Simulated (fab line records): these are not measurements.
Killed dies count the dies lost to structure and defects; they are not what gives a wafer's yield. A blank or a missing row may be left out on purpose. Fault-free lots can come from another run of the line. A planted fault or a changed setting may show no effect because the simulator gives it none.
fab line records / flow sfq_line
[record] lots = 6 wafers = 18 last_day = 87
route steps=325 shown I6@280 M7@281
lots that met no fault: taken from a fault-free run of the same line
start_h: hours from the record's opening day to when the first of the lot's shown wafers began / wait_h: hours elapsed since this lot's preceding step / " repeats the value in the row above / L1.1+2: a single row standing in for several wafers / - either no value or no given start / * or withheld: withheld / < > ~ a bound
route shown NAME@n: a module of which the file shows steps, and the number in the route of the first / usual: mean and standard deviation over wafers with no fault / same: alike in all rows / chamber/n: place in a boat / sites: each site's reading / _std_site: their standard deviation / _edge_site: inner sites' mean taken away from outer sites' mean / radius_mm: how far each site lies from the wafer's centre / mask NAME#n: copy n / behind: the most recent tool/chamber to have shaped the wafer / hold: the reason the lot was held/the length of the hold in hours/how it ended / device: transistor that didn't switch, given as n, p or np / end of line: tests run on the same wafers once the route is complete / a step given without rows: its recipe and nothing more / killed: the dies lost at the first sort to structure and to defects; this is not the yield of the wafer / map: the dies of a wafer, with x for killed, . for not killed, _ for no die there
set.NAME: the setting the step ran with; set.NAME@STEP: the setting that earlier step ran with / model.NAME: the simulator's own value behind a step, which no gauge read
lots at some steps of the route; a table a step, a row a wafer
services: the hour from which a tool's chamber was out of use, counted from the record's first day as start_h (under 0 if before that day), plus the number of hours and why
[[steps]]
[step SFQ_TRILAYER_I6_VIA_STRIP_SOLV_CLEAN_174]
[recipe] chemistry = NMP temp_c = 70 time_s = 600
[step SFQ_TRILAYER_M7_DEP_PRE_CLEAN_176]
[recipe] gas = Ar time_s = 22.5 bias_v = 250
[step SFQ_TRILAYER_M7_DEP_SPUTTER_175]
[recipe] material = Nb base_pressure_pa = 1.33e-06 chamber_pressure_pa = 0.1333 substrate_temp_c = 20 target_thk_nm = 200 power_w = 2000 time_s = 133.3
[usual] substrate_temp_c = 19.99/0.1 throttle_valve_pct = 29.7/0.74
lot.wafer=L936.1 tool=pvd_sputter-06 chamber=- start_h=1814.64 wait_h=0.0 substrate_temp_c=19.89 throttle_valve_pct=28.6
lot.wafer=L936.4 tool=pvd_sputter-06 chamber=- start_h=1814.64 wait_h=0.0 substrate_temp_c=19.89 throttle_valve_pct=29.4
lot.wafer=L936.6 tool=pvd_sputter-06 chamber=- start_h=1814.64 wait_h=0.0 substrate_temp_c=20.06 throttle_valve_pct=29.3
lot.wafer=L939.3 tool=pvd_sputter-03 chamber=- start_h=1819.44 wait_h=0.0 substrate_temp_c=20.05 throttle_valve_pct=29.3
lot.wafer=L939.5 tool=pvd_sputter-03 chamber=- start_h=1819.44 wait_h=0.0 substrate_temp_c=20.05 throttle_valve_pct=28.9
lot.wafer=L939.6 tool=pvd_sputter-03 chamber=- start_h=1819.44 wait_h=0.0 substrate_temp_c=20.07 throttle_valve_pct=29.2
lot.wafer=L945.3 tool=pvd_sputter-03 chamber=- start_h=1919.87 wait_h=0.0 substrate_temp_c=20.04 throttle_valve_pct=31.2
lot.wafer=L945.4 tool=pvd_sputter-03 chamber=- start_h=1919.87 wait_h=0.0 substrate_temp_c=19.94 throttle_valve_pct=29.3
lot.wafer=L945.6 tool=pvd_sputter-03 chamber=- start_h=1919.87 wait_h=0.0 substrate_temp_c=19.90 throttle_valve_pct=29.5
lot.wafer=L947.1 tool=pvd_sputter-06 chamber=- start_h=1940.47 wait_h=0.0 substrate_temp_c=19.93 throttle_valve_pct=29.3
lot.wafer=L947.4 tool=pvd_sputter-06 chamber=- start_h=1940.47 wait_h=0.0 substrate_temp_c=20.14 throttle_valve_pct=29.6
lot.wafer=L947.5 tool=pvd_sputter-06 chamber=- start_h=1940.47 wait_h=0.0 substrate_temp_c=20.00 throttle_valve_pct=29.0
lot.wafer=L949.1 tool=pvd_sputter-03 chamber=- start_h=1957.07 wait_h=0.0 substrate_temp_c=19.99 throttle_valve_pct=28.9
lot.wafer=L949.3 tool=pvd_sputter-03 chamber=- start_h=1957.07 wait_h=0.0 substrate_temp_c=20.16 throttle_valve_pct=29.4
lot.wafer=L949.4 tool=pvd_sputter-03 chamber=- start_h=1957.07 wait_h=0.0 substrate_temp_c=19.89 throttle_valve_pct=31.3
lot.wafer=L950.1 tool=pvd_sputter-06 chamber=- start_h=2010.50 wait_h=0.0 substrate_temp_c=19.76 throttle_valve_pct=29.5
lot.wafer=L950.2 tool=pvd_sputter-06 chamber=- start_h=2010.50 wait_h=0.0 substrate_temp_c=20.09 throttle_valve_pct=29.7
lot.wafer=L950.4 tool=pvd_sputter-06 chamber=- start_h=2010.50 wait_h=0.0 substrate_temp_c=19.81 throttle_valve_pct=29.1
[step SFQ_M7_RS_MEAS_943]
[recipe] thk_meas_gauge = four-point-probe reads = Nb_of_TRILAYER_M7_DEP_SPUTTER_175
[usual] M7_NB_RS = 0.890/0.012
lot.wafer=L936.1 tool=film_metro-02 chamber=- start_h=1814.73 wait_h=0.0 M7_NB_RS[ohm/sq]=0.894
lot.wafer=L936.4 tool=film_metro-02 chamber=- start_h=1814.73 wait_h=0.0 M7_NB_RS[ohm/sq]=0.895
lot.wafer=L936.6 tool=film_metro-02 chamber=- start_h=1814.73 wait_h=0.0 M7_NB_RS[ohm/sq]=0.892
lot.wafer=L939.3 tool=film_metro-04 chamber=- start_h=1819.57 wait_h=0.1 M7_NB_RS[ohm/sq]=0.885
lot.wafer=L939.5 tool=film_metro-04 chamber=- start_h=1819.57 wait_h=0.1 M7_NB_RS[ohm/sq]=0.879
lot.wafer=L939.6 tool=film_metro-04 chamber=- start_h=1819.57 wait_h=0.1 M7_NB_RS[ohm/sq]=0.892
lot.wafer=L945.3 tool=film_metro-02 chamber=- start_h=1920.02 wait_h=0.1 M7_NB_RS[ohm/sq]=0.882
lot.wafer=L945.4 tool=film_metro-02 chamber=- start_h=1920.02 wait_h=0.1 M7_NB_RS[ohm/sq]=0.881
lot.wafer=L945.6 tool=film_metro-02 chamber=- start_h=1920.02 wait_h=0.1 M7_NB_RS[ohm/sq]=0.883
lot.wafer=L947.1 tool=film_metro-02 chamber=- start_h=1940.56 wait_h=0.0 M7_NB_RS[ohm/sq]=0.910
lot.wafer=L947.4 tool=film_metro-02 chamber=- start_h=1940.56 wait_h=0.0 M7_NB_RS[ohm/sq]=0.911
lot.wafer=L947.5 tool=film_metro-02 chamber=- start_h=1940.56 wait_h=0.0 M7_NB_RS[ohm/sq]=0.922
lot.wafer=L949.1 tool=film_metro-01 chamber=- start_h=1957.17 wait_h=0.0 M7_NB_RS[ohm/sq]=0.894
lot.wafer=L949.3 tool=film_metro-01 chamber=- start_h=1957.17 wait_h=0.0 M7_NB_RS[ohm/sq]=0.897
lot.wafer=L949.4 tool=film_metro-01 chamber=- start_h=1957.17 wait_h=0.0 M7_NB_RS[ohm/sq]=0.892
lot.wafer=L950.1 tool=film_metro-01 chamber=- start_h=2010.59 wait_h=0.0 M7_NB_RS[ohm/sq]=0.903
lot.wafer=L950.2 tool=film_metro-01 chamber=- start_h=2010.59 wait_h=0.0 M7_NB_RS[ohm/sq]=0.901
lot.wafer=L950.4 tool=film_metro-01 chamber=- start_h=2010.59 wait_h=0.0 M7_NB_RS[ohm/sq]=0.898
[step SFQ_TRILAYER_M7_LITHO_COAT_182]
[recipe] resist = BARC spin_rpm = 3000 resist_thk_nm = 62
[step SFQ_TRILAYER_M7_LITHO_COAT_177]
[recipe] resist = KrF spin_rpm = 3000 resist_thk_nm = 600
[step SFQ_TRILAYER_M7_LITHO_SOFTBAKE_181]
[recipe] temp_c = withheld time_s = withheld resist = KrF
[step SFQ_TRILAYER_M7_LITHO_EXPOSE_178]
[recipe] mask_id = M7 na = 0.6 source_shape = conventional sigma_outer = 0.65 target_cd_nm = 500 dose_mj = 14.4
[step SFQ_TRILAYER_M7_LITHO_PEB_180]
[recipe] peb_temp_c = 115 peb_time_s = 60 resist = KrF
[step SFQ_TRILAYER_M7_LITHO_DEVELOP_179]
[recipe] time_s = 60 resist = KrF
[step SFQ_M7_OVL_MEAS_945]
[usual] M7_OVL = 3/5.8
lot.wafer=L936.1 tool=overlay-01 chamber=- start_h=1870.12 wait_h=0.1 M7_OVL[nm]=-6
lot.wafer=L936.4 tool=overlay-01 chamber=- start_h=1870.12 wait_h=0.1 M7_OVL[nm]=-4
lot.wafer=L936.6 tool=overlay-01 chamber=- start_h=1870.12 wait_h=0.1 M7_OVL[nm]=8
lot.wafer=L939.3 tool=overlay-01 chamber=- start_h=1876.14 wait_h=0.1 M7_OVL[nm]=7
lot.wafer=L939.5 tool=overlay-01 chamber=- start_h=1876.14 wait_h=0.1 M7_OVL[nm]=6
lot.wafer=L939.6 tool=overlay-01 chamber=- start_h=1876.14 wait_h=0.1 M7_OVL[nm]=9
lot.wafer=L945.3 tool=overlay-01 chamber=- start_h=1922.50 wait_h=0.1 M7_OVL[nm]=1
lot.wafer=L945.4 tool=overlay-01 chamber=- start_h=1922.50 wait_h=0.1 M7_OVL[nm]=1
lot.wafer=L945.6 tool=overlay-01 chamber=- start_h=1922.50 wait_h=0.1 M7_OVL[nm]=1
lot.wafer=L947.1 tool=overlay-01 chamber=- start_h=1942.99 wait_h=0.1 M7_OVL[nm]=-5
lot.wafer=L947.4 tool=overlay-01 chamber=- start_h=1942.99 wait_h=0.1 M7_OVL[nm]=3
lot.wafer=L947.5 tool=overlay-01 chamber=- start_h=1942.99 wait_h=0.1 M7_OVL[nm]=1
lot.wafer=L949.1 tool=overlay-02 chamber=- start_h=1959.60 wait_h=0.1 M7_OVL[nm]=-1
lot.wafer=L949.3 tool=overlay-02 chamber=- start_h=1959.60 wait_h=0.1 M7_OVL[nm]=-6
lot.wafer=L949.4 tool=overlay-02 chamber=- start_h=1959.60 wait_h=0.1 M7_OVL[nm]=-1
lot.wafer=L950.1 tool=overlay-02 chamber=- start_h=2081.84 wait_h=0.1 M7_OVL[nm]=4
lot.wafer=L950.2 tool=overlay-02 chamber=- start_h=2081.84 wait_h=0.1 M7_OVL[nm]=10
lot.wafer=L950.4 tool=overlay-02 chamber=- start_h=2081.84 wait_h=0.1 M7_OVL[nm]=6
[step SFQ_TRILAYER_M7_BARC_OPEN_METAL_ETCH_229]
[recipe] mask_material = PR chemistry = O2 target_depth_nm = 125 target = BARC icp_w = 600 bias_w = 80 pressure_mtorr = 10 time_s = 41.7
[usual] drypump_motor_current_A = 5.8/0.32 oes_product_au = 0.685/0.0045 rf_fwd_power_W = 592/3.1
lot.wafer=L936.1 tool=rie_metal-01 chamber=1 start_h=1870.16 wait_h=0.0 drypump_motor_current_A=6.0 oes_product_au=0.688 rf_fwd_power_W=597 rf_hours_counter_h=159 model.KrF_of_TRILAYER_M7_LITHO_COAT_177.thk_nm=523.6
lot.wafer=L936.4 tool=rie_metal-01 chamber=0 start_h=1870.16 wait_h=0.0 drypump_motor_current_A=5.7 oes_product_au=0.694 rf_fwd_power_W=588 rf_hours_counter_h=- model.KrF_of_TRILAYER_M7_LITHO_COAT_177.thk_nm=523.8
lot.wafer=L936.6 tool=rie_metal-01 chamber=0 start_h=1870.16 wait_h=0.0 drypump_motor_current_A=5.7 oes_product_au=0.683 rf_fwd_power_W=595 rf_hours_counter_h=- model.KrF_of_TRILAYER_M7_LITHO_COAT_177.thk_nm=524.2
lot.wafer=L939.3 tool=rie_metal-04 chamber=0 start_h=1876.18 wait_h=0.0 drypump_motor_current_A=5.9 oes_product_au=0.684 rf_fwd_power_W=588 rf_hours_counter_h=- model.KrF_of_TRILAYER_M7_LITHO_COAT_177.thk_nm=525
lot.wafer=L939.5 tool=rie_metal-04 chamber=1 start_h=1876.18 wait_h=0.0 drypump_motor_current_A=5.3 oes_product_au=0.685 rf_fwd_power_W=590 rf_hours_counter_h=- model.KrF_of_TRILAYER_M7_LITHO_COAT_177.thk_nm=524.9
lot.wafer=L939.6 tool=rie_metal-04 chamber=0 start_h=1876.18 wait_h=0.0 drypump_motor_current_A=5.9 oes_product_au=0.687 rf_fwd_power_W=587 rf_hours_counter_h=- model.KrF_of_TRILAYER_M7_LITHO_COAT_177.thk_nm=523.6
lot.wafer=L945.3 tool=rie_metal-04 chamber=0 start_h=1922.55 wait_h=0.0 drypump_motor_current_A=5.9 oes_product_au=0.686 rf_fwd_power_W=592 rf_hours_counter_h=- model.KrF_of_TRILAYER_M7_LITHO_COAT_177.thk_nm=523.3
lot.wafer=L945.4 tool=rie_metal-04 chamber=1 start_h=1922.55 wait_h=0.0 drypump_motor_current_A=5.3 oes_product_au=0.680 rf_fwd_power_W=495 rf_hours_counter_h=- model.KrF_of_TRILAYER_M7_LITHO_COAT_177.thk_nm=530.3
lot.wafer=L945.6 tool=rie_metal-04 chamber=0 start_h=1922.55 wait_h=0.0 drypump_motor_current_A=5.9 oes_product_au=0.686 rf_fwd_power_W=590 rf_hours_counter_h=- model.KrF_of_TRILAYER_M7_LITHO_COAT_177.thk_nm=523.3
lot.wafer=L947.1 tool=rie_metal-04 chamber=1 start_h=1943.03 wait_h=0.0 drypump_motor_current_A=5.3 oes_product_au=0.683 rf_fwd_power_W=498 rf_hours_counter_h=62 model.KrF_of_TRILAYER_M7_LITHO_COAT_177.thk_nm=535.5
lot.wafer=L947.4 tool=rie_metal-04 chamber=0 start_h=1943.03 wait_h=0.0 drypump_motor_current_A=5.9 oes_product_au=0.679 rf_fwd_power_W=588 rf_hours_counter_h=- model.KrF_of_TRILAYER_M7_LITHO_COAT_177.thk_nm=527.4
lot.wafer=L947.5 tool=rie_metal-04 chamber=0 start_h=1943.03 wait_h=0.0 drypump_motor_current_A=5.9 oes_product_au=0.684 rf_fwd_power_W=587 rf_hours_counter_h=- model.KrF_of_TRILAYER_M7_LITHO_COAT_177.thk_nm=528.4
lot.wafer=L949.1 tool=rie_metal-02 chamber=1 start_h=1959.63 wait_h=0.0 drypump_motor_current_A=6.5 oes_product_au=0.681 rf_fwd_power_W=593 rf_hours_counter_h=96 model.KrF_of_TRILAYER_M7_LITHO_COAT_177.thk_nm=520.2
lot.wafer=L949.3 tool=rie_metal-02 chamber=0 start_h=1959.63 wait_h=0.0 drypump_motor_current_A=5.6 oes_product_au=0.692 rf_fwd_power_W=597 rf_hours_counter_h=- model.KrF_of_TRILAYER_M7_LITHO_COAT_177.thk_nm=523.4
lot.wafer=L949.4 tool=rie_metal-02 chamber=1 start_h=1959.63 wait_h=0.0 drypump_motor_current_A=6.5 oes_product_au=0.691 rf_fwd_power_W=596 rf_hours_counter_h=- model.KrF_of_TRILAYER_M7_LITHO_COAT_177.thk_nm=523.2
lot.wafer=L950.1 tool=rie_metal-02 chamber=1 start_h=2081.87 wait_h=0.0 drypump_motor_current_A=6.5 oes_product_au=0.687 rf_fwd_power_W=591 rf_hours_counter_h=108 model.KrF_of_TRILAYER_M7_LITHO_COAT_177.thk_nm=518.5
lot.wafer=L950.2 tool=rie_metal-02 chamber=0 start_h=2081.87 wait_h=0.0 drypump_motor_current_A=5.6 oes_product_au=0.680 rf_fwd_power_W=598 rf_hours_counter_h=82 model.KrF_of_TRILAYER_M7_LITHO_COAT_177.thk_nm=524.3
lot.wafer=L950.4 tool=rie_metal-02 chamber=1 start_h=2081.87 wait_h=0.0 drypump_motor_current_A=6.5 oes_product_au=0.678 rf_fwd_power_W=591 rf_hours_counter_h=- model.KrF_of_TRILAYER_M7_LITHO_COAT_177.thk_nm=522.8
[step SFQ_TRILAYER_M7_ETCH_METAL_ETCH_180]
[recipe] target = Nb stop_on = SiO2 mask_material = PR chemistry = Cl2/Ar target_depth_nm = 240 icp_w = 600 bias_w = 80 pressure_mtorr = 10 time_s = 120
[usual] drypump_motor_current_A = 5.8/0.32 oes_product_au = 0.894/0.0085 rf_fwd_power_W = 596.0/2.1
lot.wafer=L936.1 tool=rie_metal-01 chamber=1 start_h=1870.22 wait_h=0.0 drypump_motor_current_A=6.0 oes_product_au=0.889 rf_fwd_power_W=598.7 rf_hours_counter_h=159 model.KrF_of_TRILAYER_M7_LITHO_COAT_177.thk_nm=383.8
lot.wafer=L936.4 tool=rie_metal-01 chamber=0 start_h=1870.22 wait_h=0.0 drypump_motor_current_A=5.7 oes_product_au=0.899 rf_fwd_power_W=593.5 rf_hours_counter_h=- model.KrF_of_TRILAYER_M7_LITHO_COAT_177.thk_nm=383.2
lot.wafer=L936.6 tool=rie_metal-01 chamber=0 start_h=1870.22 wait_h=0.0 drypump_motor_current_A=5.7 oes_product_au=0.896 rf_fwd_power_W=593.5 rf_hours_counter_h=- model.KrF_of_TRILAYER_M7_LITHO_COAT_177.thk_nm=384.9
lot.wafer=L939.3 tool=rie_metal-04 chamber=0 start_h=1876.26 wait_h=0.1 drypump_motor_current_A=5.9 oes_product_au=0.896 rf_fwd_power_W=594.1 rf_hours_counter_h=- model.KrF_of_TRILAYER_M7_LITHO_COAT_177.thk_nm=386.7
lot.wafer=L939.5 tool=rie_metal-04 chamber=1 start_h=1876.26 wait_h=0.1 drypump_motor_current_A=5.3 oes_product_au=0.901 rf_fwd_power_W=596.3 rf_hours_counter_h=- model.KrF_of_TRILAYER_M7_LITHO_COAT_177.thk_nm=382.1
lot.wafer=L939.6 tool=rie_metal-04 chamber=0 start_h=1876.26 wait_h=0.1 drypump_motor_current_A=5.9 oes_product_au=0.880 rf_fwd_power_W=595.4 rf_hours_counter_h=- model.KrF_of_TRILAYER_M7_LITHO_COAT_177.thk_nm=384.9
lot.wafer=L945.3 tool=rie_metal-04 chamber=0 start_h=1922.63 wait_h=0.1 drypump_motor_current_A=5.9 oes_product_au=0.903 rf_fwd_power_W=591.6 rf_hours_counter_h=- model.KrF_of_TRILAYER_M7_LITHO_COAT_177.thk_nm=383.5
lot.wafer=L945.4 tool=rie_metal-04 chamber=1 start_h=1922.63 wait_h=0.1 drypump_motor_current_A=5.3 oes_product_au=0.902 rf_fwd_power_W=596.2 rf_hours_counter_h=- model.KrF_of_TRILAYER_M7_LITHO_COAT_177.thk_nm=388.6
lot.wafer=L945.6 tool=rie_metal-04 chamber=0 start_h=1922.63 wait_h=0.1 drypump_motor_current_A=5.9 oes_product_au=0.895 rf_fwd_power_W=591.9 rf_hours_counter_h=- model.KrF_of_TRILAYER_M7_LITHO_COAT_177.thk_nm=382
lot.wafer=L947.1 tool=rie_metal-04 chamber=1 start_h=1943.09 wait_h=0.0 drypump_motor_current_A=5.4 oes_product_au=0.884 rf_fwd_power_W=599.8 rf_hours_counter_h=62 model.KrF_of_TRILAYER_M7_LITHO_COAT_177.thk_nm=391.8
lot.wafer=L947.4 tool=rie_metal-04 chamber=0 start_h=1943.09 wait_h=0.0 drypump_motor_current_A=5.9 oes_product_au=0.885 rf_fwd_power_W=594.8 rf_hours_counter_h=- model.KrF_of_TRILAYER_M7_LITHO_COAT_177.thk_nm=385.8
lot.wafer=L947.5 tool=rie_metal-04 chamber=0 start_h=1943.09 wait_h=0.0 drypump_motor_current_A=5.9 oes_product_au=0.880 rf_fwd_power_W=593.5 rf_hours_counter_h=- model.KrF_of_TRILAYER_M7_LITHO_COAT_177.thk_nm=387.4
lot.wafer=L949.1 tool=rie_metal-02 chamber=1 start_h=1959.69 wait_h=0.0 drypump_motor_current_A=6.5 oes_product_au=0.894 rf_fwd_power_W=595.5 rf_hours_counter_h=96 model.KrF_of_TRILAYER_M7_LITHO_COAT_177.thk_nm=378
lot.wafer=L949.3 tool=rie_metal-02 chamber=0 start_h=1959.69 wait_h=0.0 drypump_motor_current_A=5.6 oes_product_au=0.890 rf_fwd_power_W=596.9 rf_hours_counter_h=- model.KrF_of_TRILAYER_M7_LITHO_COAT_177.thk_nm=383.3
lot.wafer=L949.4 tool=rie_metal-02 chamber=1 start_h=1959.69 wait_h=0.0 drypump_motor_current_A=6.5 oes_product_au=0.896 rf_fwd_power_W=593.8 rf_hours_counter_h=- model.KrF_of_TRILAYER_M7_LITHO_COAT_177.thk_nm=380.4
lot.wafer=L950.1 tool=rie_metal-02 chamber=1 start_h=2081.93 wait_h=0.0 drypump_motor_current_A=6.5 oes_product_au=0.893 rf_fwd_power_W=596.3 rf_hours_counter_h=108 model.KrF_of_TRILAYER_M7_LITHO_COAT_177.thk_nm=374.6
lot.wafer=L950.2 tool=rie_metal-02 chamber=0 start_h=2081.93 wait_h=0.0 drypump_motor_current_A=5.6 oes_product_au=0.886 rf_fwd_power_W=596.8 rf_hours_counter_h=82 model.KrF_of_TRILAYER_M7_LITHO_COAT_177.thk_nm=385.4
lot.wafer=L950.4 tool=rie_metal-02 chamber=1 start_h=2081.93 wait_h=0.0 drypump_motor_current_A=6.5 oes_product_au=0.895 rf_fwd_power_W=598.1 rf_hours_counter_h=- model.KrF_of_TRILAYER_M7_LITHO_COAT_177.thk_nm=379
[step SFQ_TRILAYER_M7_STRIP_STRIP_181]
[recipe] gas = O2 power_w = 200 platen_temp_c = 40 overash_fraction = 0.65 chemistry = O2 pressure_mtorr = 50
[usual] drypump_motor_current_A = 5.8/0.32 oes_product_au = 0.997/0.012
[same] overash_fraction = 0.65
lot.wafer=L936.1 tool=rie_metal-01 chamber=1 start_h=1870.34 wait_h=0.1 drypump_motor_current_A=6.0 oes_product_au=1.001 rf_hours_counter_h=159
lot.wafer=L936.4 tool=rie_metal-01 chamber=0 start_h=1870.34 wait_h=0.1 drypump_motor_current_A=5.7 oes_product_au=0.993 rf_hours_counter_h=-
lot.wafer=L936.6 tool=rie_metal-01 chamber=0 start_h=1870.34 wait_h=0.1 drypump_motor_current_A=5.7 oes_product_au=1.000 rf_hours_counter_h=-
lot.wafer=L939.3 tool=rie_metal-04 chamber=0 start_h=1876.54 wait_h=0.2 drypump_motor_current_A=5.9 oes_product_au=0.989 rf_hours_counter_h=-
lot.wafer=L939.5 tool=rie_metal-04 chamber=1 start_h=1876.54 wait_h=0.2 drypump_motor_current_A=5.4 oes_product_au=1.015 rf_hours_counter_h=-
lot.wafer=L939.6 tool=rie_metal-04 chamber=0 start_h=1876.54 wait_h=0.2 drypump_motor_current_A=5.8 oes_product_au=0.998 rf_hours_counter_h=-
lot.wafer=L945.3 tool=rie_metal-04 chamber=0 start_h=1922.91 wait_h=0.2 drypump_motor_current_A=5.9 oes_product_au=1.002 rf_hours_counter_h=-
lot.wafer=L945.4 tool=rie_metal-04 chamber=1 start_h=1922.91 wait_h=0.2 drypump_motor_current_A=5.3 oes_product_au=1.016 rf_hours_counter_h=-
lot.wafer=L945.6 tool=rie_metal-04 chamber=0 start_h=1922.91 wait_h=0.2 drypump_motor_current_A=5.9 oes_product_au=1.014 rf_hours_counter_h=-
lot.wafer=L947.1 tool=rie_metal-04 chamber=1 start_h=1943.21 wait_h=0.1 drypump_motor_current_A=5.3 oes_product_au=1.014 rf_hours_counter_h=62
lot.wafer=L947.4 tool=rie_metal-04 chamber=0 start_h=1943.21 wait_h=0.1 drypump_motor_current_A=5.9 oes_product_au=1.007 rf_hours_counter_h=-
lot.wafer=L947.5 tool=rie_metal-04 chamber=0 start_h=1943.21 wait_h=0.1 drypump_motor_current_A=5.9 oes_product_au=0.998 rf_hours_counter_h=-
lot.wafer=L949.1 tool=rie_metal-02 chamber=1 start_h=1959.82 wait_h=0.1 drypump_motor_current_A=6.5 oes_product_au=1.017 rf_hours_counter_h=96
lot.wafer=L949.3 tool=rie_metal-02 chamber=0 start_h=1959.82 wait_h=0.1 drypump_motor_current_A=5.5 oes_product_au=1.004 rf_hours_counter_h=-
lot.wafer=L949.4 tool=rie_metal-02 chamber=1 start_h=1959.82 wait_h=0.1 drypump_motor_current_A=6.5 oes_product_au=1.011 rf_hours_counter_h=-
lot.wafer=L950.1 tool=rie_metal-02 chamber=1 start_h=2082.06 wait_h=0.1 drypump_motor_current_A=6.5 oes_product_au=1.012 rf_hours_counter_h=108
lot.wafer=L950.2 tool=rie_metal-02 chamber=0 start_h=2082.06 wait_h=0.1 drypump_motor_current_A=5.6 oes_product_au=1.001 rf_hours_counter_h=82
lot.wafer=L950.4 tool=rie_metal-02 chamber=1 start_h=2082.06 wait_h=0.1 drypump_motor_current_A=6.5 oes_product_au=1.018 rf_hours_counter_h=-
[[services]]
tool=rie_metal-04 chamber=1 start_h=1797.76 hours=4.8 kind=repair
tool=pvd_sputter-06 chamber=3 start_h=1803.21 hours=- kind=consumable_replace:kit
tool=pvd_sputter-06 chamber=3 start_h=1803.21 hours=18.0 kind=scheduled_down
tool=pvd_sputter-06 chamber=3 start_h=1803.21 hours=18.0 kind=vent_cycle
tool=rie_metal-02 chamber=1 start_h=1804.93 hours=1.4 kind=repair
tool=rie_metal-04 chamber=- start_h=1805.61 hours=14.6 kind=pm
tool=pvd_sputter-06 chamber=- start_h=1828.75 hours=16.5 kind=repair
tool=rie_metal-04 chamber=1 start_h=1835.92 hours=10.3 kind=repair
tool=pvd_sputter-03 chamber=- start_h=1838.56 hours=1.7 kind=repair
tool=pvd_sputter-03 chamber=- start_h=1849.02 hours=10.6 kind=repair
tool=pvd_sputter-03 chamber=- start_h=1857.68 hours=5.9 kind=repair
tool=rie_metal-02 chamber=- start_h=1867.16 hours=28.1 kind=pm
tool=pvd_sputter-06 chamber=- start_h=1869.74 hours=4.8 kind=repair
tool=rie_metal-01 chamber=1 start_h=1874.54 hours=- kind=clean
tool=rie_metal-01 chamber=1 start_h=1874.54 hours=- kind=consumable_replace:focus_ring
tool=rie_metal-01 chamber=1 start_h=1874.54 hours=23.4 kind=scheduled_down
tool=rie_metal-01 chamber=1 start_h=1874.54 hours=23.4 kind=vent_cycle
tool=rie_metal-02 chamber=- start_h=1912.46 hours=2.8 kind=pm
tool=rie_metal-04 chamber=- start_h=1920.23 hours=1.4 kind=pm
tool=rie_metal-01 chamber=1 start_h=1948.16 hours=2.6 kind=repair
tool=rie_metal-02 chamber=0 start_h=1982.41 hours=11.9 kind=repair
tool=rie_metal-01 chamber=- start_h=1985.37 hours=2.8 kind=pm
tool=pvd_sputter-03 chamber=- start_h=2003.48 hours=3.3 kind=repair
tool=rie_metal-01 chamber=- start_h=2018.75 hours=0.2 kind=repair
[[key]]
[first_sign] step = SFQ_TRILAYER_M7_BARC_OPEN_METAL_ETCH_229 reading = rf_fwd_power_W direction = down sigmas = 31 usual = 592 struck = 497
effect none on later readings
[model_effect] step = SFQ_TRILAYER_M7_BARC_OPEN_METAL_ETCH_229 value = KrF_of_TRILAYER_M7_LITHO_COAT_177.thk_nm without = 525.3 struck = 532.9
[model_effect] step = SFQ_TRILAYER_M7_ETCH_METAL_ETCH_180 value = KrF_of_TRILAYER_M7_LITHO_COAT_177.thk_nm without = 382.7 struck = 390.2
met_at SFQ_TRILAYER_M7_BARC_OPEN_METAL_ETCH_229
struck_wafers L945.4,L947.1
onset_between 1876.18 1922.55
[fault] kind = process_parameter_drift tool = rie_metal-04 chamber = 1 onset_h = 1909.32 steps = SFQ_TRILAYER_M7_BARC_OPEN_METAL_ETCH_229 channel = icp_w offset = -96 shape = step end_h = 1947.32 acts_in = these_recipes_only stated = 600
